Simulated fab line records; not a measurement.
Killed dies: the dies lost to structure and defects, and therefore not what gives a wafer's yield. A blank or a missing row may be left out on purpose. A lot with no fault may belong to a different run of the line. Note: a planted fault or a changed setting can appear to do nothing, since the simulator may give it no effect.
fab line records | flow sky130
[record] lots = 12 wafers = 33 last_day = 50
route steps=708 shown VT_ADJUST_HVTR@142 VT_ADJUST_PCH@152 SONOS_ONO@171 VIA1@458 PAD_OPEN@708
lots that met no fault: taken from a fault-free run of the same line
start_h: hours from the record's opening day to when the first of the lot's shown wafers began | wait_h: hours elapsed since this lot's preceding step | " as in the row above | L1.1+2: one row covering several wafers at once | - no value present, or no start provided | * or withheld: withheld | < > ~ a bound
route shown NAME@n: names a module that has steps shown in the file, with the first one's number in the route | usual: mean and standard deviation over wafers with no fault | same: alike in all rows | chamber/n: place in a boat | sites: each site's reading | _std_site: standard deviation across them | _edge_site: mean of outer sites minus mean of inner sites | radius_mm: how far each site lies from the wafer's centre | mask NAME#n: copy n | behind: the tool/chamber that last shaped the wafer | hold: why the lot was held/for how many hours/how that ended | device: names the non-switching transistor (n, p or np) | end of line: tests run on the same wafers once the route is complete | where a step has no rows: the recipe by itself | killed: count of dies lost to structure and defects at first sort (not the wafer's yield) | map: a wafer's dies, marking killed ones x, the rest . and places with no die _
set.NAME: setting as actually run; set.NAME@STEP: the setting as run at that earlier step | model.NAME: the simulator's own value behind a step, which no gauge read
a sample of lots followed through the steps of the route, with each step as a table and each wafer as a row
services: when a tool's chamber went out of use (start_h, in hours from the record's first day, below 0 if earlier), for how many hours, and the reason
[[steps]]
[step SKY_VT_ADJUST_HVTR_TW_MEAS_11]
[usual] VT_ADJUST_HVTR_TW = 212.3/1
// columns lot.wafer tool chamber start_h wait_h VT_ADJUST_HVTR_TW
L604.1 film_metro-03 - 214.64 0.1 211.6
L604.5 " - " " 211.6
L604.6 " - " " 210.7
L605.1 film_metro-03 - 227.34 0.1 212.0
L605.3 " - " " 212.3
L605.5 " - " " 213.0
L606.2 film_metro-03 - 231.55 0.1 213.1
L606.4 " - " " 212.4
L606.5 " - " " 212.6
L609.2 film_metro-03 - 251.63 0.1 212.8
L609.3 " - " " 213.4
L609.4 " - " " 212.2
L610.3 film_metro-01 - 259.92 0.1 211.4
L610.4 " - " " 213.2
L610.6 " - " " 212.6
L611.1 film_metro-03 - 270.47 0.1 211.6
L611.2 " - " " 213.1
L611.3 " - " " 211.4
L615.1 film_metro-01 - 295.80 0.1 213.4
L615.3 " - " " 212.2
L616.1 film_metro-02 - 305.82 0.1 210.6
L616.4 " - " " 210.4
L618.1 film_metro-01 - 321.37 0.1 214.9
L618.2 " - " " 213.2
L619.1 film_metro-03 - 331.39 0.1 213.7
L619.4 " - " " 214.0
L619.6 " - " " 213.5
L623.4 film_metro-03 - 361.63 0.1 213.0
L623.5 " - " " 213.4
L623.6 " - " " 211.4
L625.1 film_metro-02 - 377.40 0.1 213.2
L625.4 " - " " 212.3
L625.6 " - " " 212.1
[step SKY_VT_ADJUST_PCH_STRIP_09]
[recipe] chemistry = O2/N2 power_w = 1400 pressure_mtorr = 1500 platen_temp_c = withheld o2_flow_sccm = 3000 n2_flow_sccm = 300 overash_fraction = 0.5
[usual] drypump_motor_current_A = 6.1/0.46 oes_product_au = 0.723/0.0043 strip_time_to_endpoint_s = 36.91/0.13
[same] overash_fraction = 0.5
// columns lot.wafer tool chamber start_h wait_h drypump_motor_current_A oes_product_au rf_hours_counter_h strip_time_to_endpoint_s
L604.1 plasma_asher-01 0 237.91 0.1 6.6 0.722 54 37.13
L604.5 " 1 " " 6.0 0.719 - 37.11
L604.6 " 0 " " 6.6 0.734 - 37.15
L605.1 plasma_asher-01 1 250.02 0.1 6.0 0.727 55 36.91
L605.3 " 0 " " 6.6 0.720 - 37.00
L605.5 " 0 " " 6.6 0.723 - 36.91
L606.2 plasma_asher-02 0 253.93 0.1 5.6 0.717 59 36.84
L606.4 " 1 " " 5.4 0.729 - 36.92
L606.5 " 1 " " 5.3 0.719 - 36.88
L609.2 plasma_asher-03 1 275.71 0.1 5.9 0.718 15 36.94
L609.3 " 0 " " 6.7 0.723 - 37.05
L609.4 " 1 " " 5.9 0.723 - 37.05
L610.3 plasma_asher-01 0 284.55 0.1 6.6 0.731 - 36.86
L610.4 " 1 " " 6.0 0.724 - 36.93
L610.6 " 1 " " 6.0 0.723 - 36.95
L611.1 plasma_asher-01 0 295.17 0.1 6.6 0.726 60 37.15
L611.2 " 1 " " 6.0 0.723 60 37.12
L611.3 " 0 " " 6.6 0.724 - 37.05
L615.1 plasma_asher-03 1 321.42 0.1 5.9 0.731 18 37.00
L615.3 " 1 " " 5.9 0.719 - 36.69
L616.1 plasma_asher-01 1 332.26 0.1 6.0 0.724 63 36.85
L616.4 " 0 " " 6.6 0.724 - 36.83
L618.1 plasma_asher-01 1 347.71 0.1 6.0 0.723 65 36.78
L618.2 " 0 " " 6.6 0.725 65 36.78
L619.1 plasma_asher-03 1 358.11 0.1 5.9 0.724 22 36.82
L619.4 " 1 " " 5.9 0.722 - 36.83
L619.6 " 1 " " 5.9 0.722 - 36.89
L623.4 plasma_asher-02 0 389.77 0.1 5.6 0.719 - 37.01
L623.5 " 1 " " 5.4 0.721 - 36.91
L623.6 " 0 " " 5.6 0.718 - 37.01
L625.1 plasma_asher-02 1 405.76 0.1 5.4 0.719 74 36.77
L625.4 " 1 " " 5.4 0.720 - 36.74
L625.6 " 0 " " 5.6 0.727 - 36.75
[step SKY_SONOS_ONO_THK_MEAS_03]
[recipe] reads = Si3N4_of_SONOS_ONO_CVD_02
[usual] SONOS_ONO_CVD_02_THK = 10.50/0.11
// columns lot.wafer tool chamber start_h wait_h SONOS_ONO_CVD_02_THK[nm]
L604.1 film_metro-02 - 265.76 0.0 10.34
L604.5 " - " " 10.44
L604.6 " - " " 10.37
L605.1 film_metro-04 - 277.70 0.0 10.60
L605.3 " - " " 10.44
L605.5 " - " " 10.49
L606.2 film_metro-04 - 285.28 0.0 10.43
L606.4 " - " " 10.43
L606.5 " - " " 10.34
L609.2 film_metro-04 - 307.07 0.0 10.44
L609.3 " - " " 10.60
L609.4 " - " " 10.62
L610.3 film_metro-01 - 312.48 0.0 10.39
L610.4 " - " " 10.39
L610.6 " - " " 10.46
L611.1 film_metro-01 - 325.50 0.0 10.49
L611.2 " - " " 10.56
L611.3 " - " " 10.47
L615.1 film_metro-01 - 353.34 0.0 10.58
L615.3 " - " " 10.71
L616.1 film_metro-04 - 362.92 0.0 10.46
L616.4 " - " " 10.69
L618.1 film_metro-04 - 381.54 0.0 10.52
L618.2 " - " " 10.54
L619.1 film_metro-02 - 392.75 0.0 10.55
L619.4 " - " " 10.69
L619.6 " - " " 10.59
L623.4 film_metro-04 - 424.91 0.0 10.45
L623.5 " - " " 10.50
L623.6 " - " " 10.34
L625.1 film_metro-02 - 438.78 0.0 10.50
L625.4 " - " " 10.38
L625.6 " - " " 10.42
[step SKY_VIA1_HDPCVD_00]
[recipe] material = SiO2 target_thk_nm = 1030 sigma_open_frac = 0.3 time_s = 171.7 temp_c = 400 sih4_flow_sccm = 60 pressure_mtorr = 6
[usual] run_length_s = 199.9/0.32
// columns lot.wafer tool chamber start_h wait_h run_length_s
L604.1 hdpcvd-01 0 776.55 0.0 200.1
L604.5 " 1 " " 200.1
L604.6 " 0 " " 200.3
L605.1 hdpcvd-01 1 788.95 0.0 199.7
L605.3 " 0 " " 199.9
L605.5 " 1 " " 199.8
L606.2 hdpcvd-02 2 791.18 0.0 199.5
L606.4 " 0 " " 199.8
L606.5 " 2 " " 199.6
L609.2 hdpcvd-02 2 821.08 0.0 199.6
L609.3 " 1 " " 199.6
L609.4 " 1 " " 199.5
L610.3 hdpcvd-01 0 832.93 0.0 200.2
L610.4 " 1 " " 199.6
L610.6 " 0 " " 200.2
L611.1 hdpcvd-02 1 838.36 0.0 200.0
L611.2 " 0 " " 199.9
L611.3 " 2 " " 199.6
L615.1 hdpcvd-02 0 865.94 0.0 230.8
L615.3 " 2 " " 231.7
L616.1 hdpcvd-02 0 872.78 0.0 231.4
L616.4 " 2 " " 199.8
L618.1 hdpcvd-02 0 889.30 0.0 231.1
L618.2 " 1 " " 200.0
L619.1 hdpcvd-01 2 895.85 0.0 200.1
L619.4 " 2 " " 199.7
L619.6 " 0 " " 200.4
L623.4 hdpcvd-01 2 924.70 0.1 199.4
L623.5 " 0 " " 199.8
L623.6 " 1 " " 199.7
L625.1 hdpcvd-01 0 934.44 0.0 200.2
L625.4 " 0 " " 200.1
L625.6 " 1 " " 199.8
[step SKY_VIA1_THK_MEAS_01]
[recipe] reads = SiO2_of_VIA1_HDPCVD_00
[usual] VIA1_HDPCVD_THK = 1027/9.6
// columns lot.wafer tool chamber start_h wait_h VIA1_HDPCVD_THK[nm]
L604.1 film_metro-01 - 776.66 0.1 1038
L604.5 " - " " 1030
L604.6 " - " " 1035
L605.1 film_metro-04 - 789.06 0.1 1031
L605.3 " - " " 1037
L605.5 " - " " 1038
L606.2 film_metro-04 - 791.30 0.1 1021
L606.4 " - " " 1034
L606.5 " - " " 1032
L609.2 film_metro-03 - 821.20 0.1 1028
L609.3 " - " " 1018
L609.4 " - " " 1028
L610.3 film_metro-03 - 833.07 0.1 1035
L610.4 " - " " 1028
L610.6 " - " " 1028
L611.1 film_metro-04 - 838.48 0.1 1031
L611.2 " - " " 1023
L611.3 " - " " 1036
L615.1 film_metro-03 - 866.05 0.1 1221
L615.3 " - " " 1217
L616.1 film_metro-04 - 872.90 0.1 1224
L616.4 " - " " 1018
L618.1 film_metro-03 - 889.47 0.1 1223
L618.2 " - " " 1028
L619.1 film_metro-01 - 895.97 0.1 1038
L619.4 " - " " 1028
L619.6 " - " " 1022
L623.4 film_metro-04 - 924.79 0.0 1006
L623.5 " - " " 1024
L623.6 " - " " 1012
L625.1 film_metro-04 - 934.56 0.1 1025
L625.4 " - " " 1015
L625.6 " - " " 1010
[step SKY_PAD_OPEN_PROBE_99]
[usual] defect_limited_yield = 82.8/2 killed_at_M0_to_M3 = 42/7.3 killed_at_M4_up = 3.2/1.8 killed_at_contacts = 25/5.2 killed_at_front_end = 15/4.6 killed_at_other = 0.3/0.62 killed_dies = 85/9.9 killed_on_rim = 17/3.9 killed_open = 46/7.1 killed_short = 38/5.7 sort_bin_3_pad_short = 0.9/0.42 sort_bin_5_function = 10.0/1.5 sort_bin_6_memory = 6.3/1.2 sort_n_pass = 407/9.9 sort_yield_pct = 82.8/2
[same] gross_dies = 492 killed_at_back_side = 0 sort_bin_4_leakage[%] = 0 sort_bin_8_speed[%] = 0
// columns lot.wafer tool chamber start_h wait_h defect_limited_yield[%] killed_at_M0_to_M3 killed_at_M4_up killed_at_contacts killed_at_front_end killed_at_other killed_dies killed_on_rim killed_open killed_short sort_bin_3_pad_short[%] sort_bin_5_function[%] sort_bin_6_memory[%] sort_n_pass sort_yield_pct[%]
L616.1 prober-02 - 1154.92 0.1 85.8 38 3 15 14 0 70 15 40 30 0.2 10.6 3.5 422 85.8
L616.4 prober-02 - 1155.07 0.2 86.4 31 2 25 9 0 67 12 26 41 1.0 7.7 4.9 425 86.4
L618.1 prober-02 - 1168.72 0.1 86.0 42 1 12 14 0 69 14 40 29 0.2 10.0 3.9 423 86.0
L618.2 prober-02 - 1168.77 0.1 81.7 46 4 27 13 0 90 20 55 35 1.0 11.8 5.5 402 81.7
L619.1 prober-01 - 1173.78 0.1 82.1 36 3 28 21 0 88 18 50 38 1.2 9.6 7.1 404 82.1
L619.4 prober-01 - 1173.93 0.2 81.1 50 7 25 11 0 93 22 51 42 1.6 8.9 8.3 399 81.1
L619.6 prober-01 - 1174.03 0.2 81.3 42 7 30 13 0 92 21 46 46 0.6 11.4 6.7 400 81.3
// killed by level:class
L616.1 VIA1:geometric_particle:open=14 CONTACT:geometric_particle:open=6 METAL1:geometric_particle:short=6 POLY_GATE:geometric_particle:open=4 CONTACT:geometric_particle:short=4 VIA2:geometric_particle:short=4 VIA3:geometric_particle:open=4 POLY_GATE:geometric_particle:short=3
L616.4 CONTACT:geometric_particle:open=8 METAL2:geometric_particle:short=7 CONTACT:geometric_particle:short=6 VIA2:geometric_particle:short=6 VIA3:geometric_particle:open=5 LI_CONTACT:geometric_particle:open=5 FIELD_ISO:geometric_particle:short=4 VIA3:geometric_particle:short=4
L618.1 VIA1:geometric_particle:open=13 FIELD_ISO:geometric_particle:short=6 VIA3:geometric_particle:open=6 CONTACT:geometric_particle:open=5 METAL1:geometric_particle:short=5 VIA3:geometric_particle:short=5 FIELD_ISO:geometric_particle:open=4 VIA2:geometric_particle:open=4
L618.2 CONTACT:geometric_particle:open=13 VIA1:geometric_particle:open=10 VIA3:geometric_particle:open=9 METAL1:geometric_particle:short=7 LI_CONTACT:geometric_particle:open=5 LOCAL_INTERCONNECT:geometric_particle:short=4 CONTACT:geometric_particle:short=4 VIA2:geometric_particle:open=4
L619.1 CONTACT:geometric_particle:open=11 LI_CONTACT:geometric_particle:open=7 VIA1:geometric_particle:open=7 POLY_GATE:geometric_particle:open=5 POLY_GATE:geometric_particle:short=5 CONTACT:geometric_particle:short=5 METAL2:geometric_particle:short=5 VIA3:geometric_particle:open=5
L619.4 VIA1:geometric_particle:open=12 CONTACT:geometric_particle:open=10 METAL1:geometric_particle:short=10 LI_CONTACT:geometric_particle:open=8 FIELD_ISO:geometric_particle:open=6 VIA3:geometric_particle:open=6 METAL4:geometric_particle:short=6 LOCAL_INTERCONNECT:geometric_particle:short=5
L619.6 LI_CONTACT:geometric_particle:open=9 CONTACT:geometric_particle:open=8 VIA1:geometric_particle:open=8 POLY_GATE:geometric_particle:open=6 LOCAL_INTERCONNECT:geometric_particle:short=6 METAL2:geometric_particle:short=6 VIA3:geometric_particle:open=6 METAL4:geometric_particle:short=5
[[services]]
// columns tool chamber start_h hours kind
hdpcvd-01 0 221.10 8.1 repair
hdpcvd-02 - 251.83 5.5 pm
plasma_asher-01 - 281.42 0.8 repair
hdpcvd-01 - 338.61 36.6 repair
plasma_asher-01 - 355.52 2.2 repair
hdpcvd-02 - 363.25 0.8 repair
hdpcvd-01 - 363.71 4.4 repair
hdpcvd-01 2 367.99 4.0 repair
hdpcvd-01 - 375.20 15.0 pm
plasma_asher-01 - 421.25 9.0 pm
plasma_asher-01 - 430.25 2.8 pm
hdpcvd-02 1 512.06 1.8 repair
plasma_asher-01 - 624.41 1.1 repair
hdpcvd-02 - 650.75 15.0 pm
hdpcvd-02 - 684.34 14.6 pm
plasma_asher-01 - 688.25 2.1 repair
hdpcvd-02 - 717.50 6.0 pm
hdpcvd-02 2 764.47 9.7 repair
hdpcvd-01 - 766.29 6.0 pm
hdpcvd-02 0 779.52 6.1 repair
hdpcvd-02 2 828.94 3.7 repair
plasma_asher-01 - 882.03 5.1 repair
hdpcvd-02 2 887.04 15.1 repair
hdpcvd-02 - 916.83 1.4 repair
[[key]]
[first_sign] step = SKY_VIA1_HDPCVD_00 reading = run_length_s direction = up sigmas = 97 usual = * struck = *
[effect] step = SKY_VIA1_THK_MEAS_01 reading = VIA1_HDPCVD_THK direction = up sigmas = 20 usual = 1027 struck = 1221
met_at SKY_VIA1_HDPCVD_00
struck_lots L615,L616,L618
struck_wafers L615.1,L615.3,L616.1,L618.1
not_acting_at SKY_VT_ADJUST_HVTR_TW_MEAS_11,SKY_VT_ADJUST_PCH_STRIP_09,SKY_SONOS_ONO_THK_MEAS_03
onset_between 838.36 865.94
[fault] kind = process_parameter_drift tool = hdpcvd-02 chamber = - onset_h = 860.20 steps = SKY_VIA1_HDPCVD_00 channel = time_s offset = * shape = step end_h = 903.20 scope = struck_wafers_only acts_in = * stated = *
